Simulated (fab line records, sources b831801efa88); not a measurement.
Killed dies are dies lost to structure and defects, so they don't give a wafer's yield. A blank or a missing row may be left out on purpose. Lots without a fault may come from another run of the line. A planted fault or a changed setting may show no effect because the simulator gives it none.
Which tool did it? | flow gf180mcu | 11 lots, 33 wafers sampled, at 4 steps of a route of 602

WHAT THE GAUGES READ, wafer by wafer
GF_M4_CD_MEAS_14: target cd 280 nm.
lot  | measured     | on        | cd_nm (nm)
L193 | day 23 17:49 | cd_sem-01 | 279.4 280.0 279.9
L194 | day 23 21:34 | cd_sem-02 | 278.3 278.6 278.7
L195 | day 23 23:19 | cd_sem-02 | 281.0 279.8 280.9
L196 | day 24 06:53 | cd_sem-01 | 278.6 278.5 278.8
L198 | day 25 02:32 | cd_sem-02 | 280.3 279.1 279.9
L199 | day 25 18:16 | cd_sem-02 | 283.0 283.3 283.2
L202 | day 26 14:04 | cd_sem-02 | 281.8 282.2 281.3
L207 | day 28 06:16 | cd_sem-01 | 278.2 277.9 278.7
L208 | day 28 14:24 | cd_sem-01 | 279.7 279.4 280.9
L211 | day 29 05:52 | cd_sem-01 | 280.9 280.2 279.7
L216 | day 30 09:31 | cd_sem-01 | 278.4 279.7 279.0

GF_M4_OVL_MEAS_15.
lot  | measured     | on         | M4_OVL (nm)
L193 | day 23 17:56 | overlay-01 | 12 0 4
L194 | day 23 21:41 | overlay-01 | -5 -2 7
L195 | day 23 23:26 | overlay-01 | -2 -1 1
L196 | day 24 06:58 | overlay-02 | 2 5 -2
L198 | day 25 02:37 | overlay-02 | 1 5 -4
L199 | day 25 18:21 | overlay-02 | -3 0 2
L202 | day 26 14:09 | overlay-02 | 7 -5 0
L207 | day 28 06:23 | overlay-02 | 3 3 -2
L208 | day 28 14:30 | overlay-01 | 1 4 5
L211 | day 29 05:57 | overlay-01 | 3 1 0
L216 | day 30 09:38 | overlay-02 | 0 -8 6

WHICH TOOL RAN EACH LOT (tool, then ch and the chambers of the sampled wafers, then the start)
lot  | GF_V3_SPUTTER_21             | GF_M4_EXPOSE_11
L193 | pvd_sputter-04, day 22 18:32 | krf_scanner-02 ch 0, day 23 06:20
L194 | pvd_sputter-03, day 22 22:15 | krf_scanner-01 ch 0, day 23 10:04
L195 | pvd_sputter-03, day 23 00:24 | krf_scanner-01 ch 0, day 23 12:29
L196 | pvd_sputter-01, day 23 07:17 | krf_scanner-01 ch 0, day 23 19:56
L198 | pvd_sputter-01, day 24 04:01 | krf_scanner-02 ch 0, day 24 16:11
L199 | pvd_sputter-04, day 24 20:40 | krf_scanner-01 ch 0, day 25 07:43
L202 | pvd_sputter-01, day 25 15:57 | krf_scanner-01 ch 0, day 26 03:43
L207 | pvd_sputter-01, day 27 09:32 | krf_scanner-02 ch 0, day 27 20:22
L208 | pvd_sputter-04, day 27 18:12 | krf_scanner-02 ch 0, day 28 05:20
L211 | pvd_sputter-03, day 28 09:28 | krf_scanner-02 ch 0, day 28 20:05
L216 | pvd_sputter-03, day 29 14:02 | krf_scanner-02 ch 0, day 30 00:36
- GF_V3_SPUTTER_21: material Ti, target thk 15 nm, time 80.02 s.
- GF_M4_EXPOSE_11: exposes mask Metal4, target cd 280 nm.

WHAT THE TOOLS THEMSELVES READ (means of the sampled wafers that have a number; where no wafer has one, the mark that the record gives instead)
GF_V3_SPUTTER_21.
lot  | tool           | throttle_valve_pct (%)
L193 | pvd_sputter-04 | 30.7
L194 | pvd_sputter-03 | 29.9
L195 | pvd_sputter-03 | 29.9
L196 | pvd_sputter-01 | 31.4
L198 | pvd_sputter-01 | 31.5
L199 | pvd_sputter-04 | 30.7
L202 | pvd_sputter-01 | 30.9
L207 | pvd_sputter-01 | 31.0
L208 | pvd_sputter-04 | 31.2
L211 | pvd_sputter-03 | 30.4
L216 | pvd_sputter-03 | 31.1

GF_M4_EXPOSE_11.
lot  | tool           | exposure_dose_mJ_cm2 | focus_offset_nm (nm)
L193 | krf_scanner-02 | 27.978               | -0.1
L194 | krf_scanner-01 | 27.940               | -0.3
L195 | krf_scanner-01 | 27.967               | 0.1
L196 | krf_scanner-01 | 28.005               | 0.1
L198 | krf_scanner-02 | 28.022               | -0.4
L199 | krf_scanner-01 | 27.465               | -0.4
L202 | krf_scanner-01 | 27.576               | 0.0
L207 | krf_scanner-02 | 28.014               | -0.3
L208 | krf_scanner-02 | 27.954               | 0.4
L211 | krf_scanner-02 | 27.983               | 0.1
L216 | krf_scanner-02 | 27.995               | 0.0

THE ANSWER, worked out from the rows above alone
Rule: what is usual is taken from the lots themselves. Put in order of their means at a reading, lots are off if they are a third of the lots or fewer, leave a main group of 4 or more, and stand apart from it by a gap of 3 or more times the standard deviation of the main group's means; of several such gaps the widest counts. A main group whose means are all the same, to the digits that the tables above print for the reading, isn't used. A lot without any number at a reading at which 4 lots or more have one is off too. The other lots that the step has rows for count as sound. The gauges are gone through in route order, then the tools' own readings, and for those a lot's mean is taken as printed above. The first step at which some lot is off is used, and at that step the reading that is off furthest; a lot without a number counts as furthest.
Off: L199, L202, at GF_M4_EXPOSE_11 (exposure_dose_mJ_cm2). The main group: mean 27.984, standard deviation 0.026.
A tool fits if, at that step or a process step before it, it ran every lot that is off, and no sound lot after the first of them. One fits: krf_scanner-01 at GF_M4_EXPOSE_11. Its last sound lot is L196 (day 23 19:56), its first lot that is off L199 (day 25 07:43): a fault that began between those two fits.
The tool's own readings at GF_M4_EXPOSE_11 bear it out: on the lots that are off they differ by more than 5 times the standard deviation of the sound lots' means. exposure_dose_mJ_cm2 reads 27.520 there against 27.984 on the sound lots.

WHAT THE SIMULATOR HAD PUT IN
Process parameter drift: krf_scanner-01, from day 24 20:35 on, at GF_M4_EXPOSE_11. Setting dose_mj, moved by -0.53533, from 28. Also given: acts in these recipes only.
Lots struck among those shown: L199, L202. The rule above found the same.
